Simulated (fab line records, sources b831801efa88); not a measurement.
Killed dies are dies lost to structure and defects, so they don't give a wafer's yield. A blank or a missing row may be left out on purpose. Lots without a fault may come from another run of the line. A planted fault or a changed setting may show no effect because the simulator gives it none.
One fault seen from 2 desks | flow sky130 | each desk has only its own numbers; what lay behind them comes last

THE TOOL OWNER'S DESK: plasma_asher-01
The tool's own readings at SKY_PWDE_STRIP_09 (strips in O2/N2): means of the sampled wafers that have a number, for each lot that ran on this tool. A lot is out of limits, marked OUT, if its mean lies more than 4 standard deviations from the usual mean; the brackets give that distance.
Columns: A = drypump_motor_current_A at SKY_PWDE_STRIP_09, usual 5.4 A; B = oes_product_au at SKY_PWDE_STRIP_09, usual 0.723 a.u.; C = strip_time_to_endpoint_s at SKY_PWDE_STRIP_09, usual 36.95 s
lot  | first seen here | A   | B               | C
L771 | day 4 16:41     | 5.9 | 0.722           | 36.89
L774 | day 5 11:21     | 5.6 | 0.723           | 36.97
L780 | day 6 18:46     | 5.9 | 0.948 (+49) OUT | -
This desk's finding: out of limits on L780; first on L780, day 6 18:46 (oes_product_au at SKY_PWDE_STRIP_09). In limits: L771, L774.

THE METROLOGY DESK
What the gauges read, lot by lot, whatever tool the lot ran on: means of the sampled wafers that have a number. A lot is out of limits, marked OUT, if its mean lies more than 4 standard deviations from the usual mean; the brackets give that distance.
Columns: A = NWELL_TW at SKY_NWELL_TW_MEAS_15, usual 1822; B = SONOS_ONO_OVL at SKY_SONOS_ONO_OVL_MEAS_14, usual -0.4 nm; C = cd_nm at SKY_POLY_GATE_CD_MEAS_22, usual 149.5 nm
lot  | first seen here | A                    | B    | C
L767 | day 4 10:50     | 1827                 | -0.1 | 152.0
L768 | day 4 21:36     | 1833                 | 0.3  | 149.6
L770 | day 5 05:05     | 1810                 | -1.3 | 149.3
L771 | day 5 09:25     | 1808                 | -1.5 | 149.2
L774 | day 6 05:01     | 1814                 | -1.0 | 149.0
L780 | day 7 15:08     | 30 (-99 or more) OUT | -    | -
L784 | day 8 23:47     | 1839                 | -0.6 | 150.0
L785 | day 9 03:59     | 1827                 | -0.2 | 146.0
L788 | day 9 18:44     | 1819                 | 0.2  | 149.3
L789 | day 9 21:41     | 1804                 | -0.2 | 150.8
L790 | day 10 05:23    | 1835                 | -0.0 | 151.2
This desk's finding: out of limits on L780; first on L780, day 7 15:08 (NWELL_TW at SKY_NWELL_TW_MEAS_15). In limits: L767, L768, L770, L771, L774, L784, L785, L788, L789, L790.

PUT TOGETHER
The tool owner's desk could have raised an alarm at day 6 18:46, on L780.
The metrology desk could have raised an alarm at day 7 15:08, on L780.
Of the lots named, all ran SKY_PWDE_STRIP_09 on plasma_asher-01.

WHAT THE SIMULATOR HAD PUT IN
Strip aborted: plasma_asher-01, from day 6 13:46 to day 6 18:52, at SKY_PWDE_STRIP_09. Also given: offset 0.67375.
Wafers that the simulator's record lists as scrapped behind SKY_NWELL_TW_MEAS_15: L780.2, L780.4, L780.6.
Lots struck among those shown: L780.
Hours from the fault's start to each desk's first reading out of limits: the tool owner's desk, 5; the metrology desk, 25.
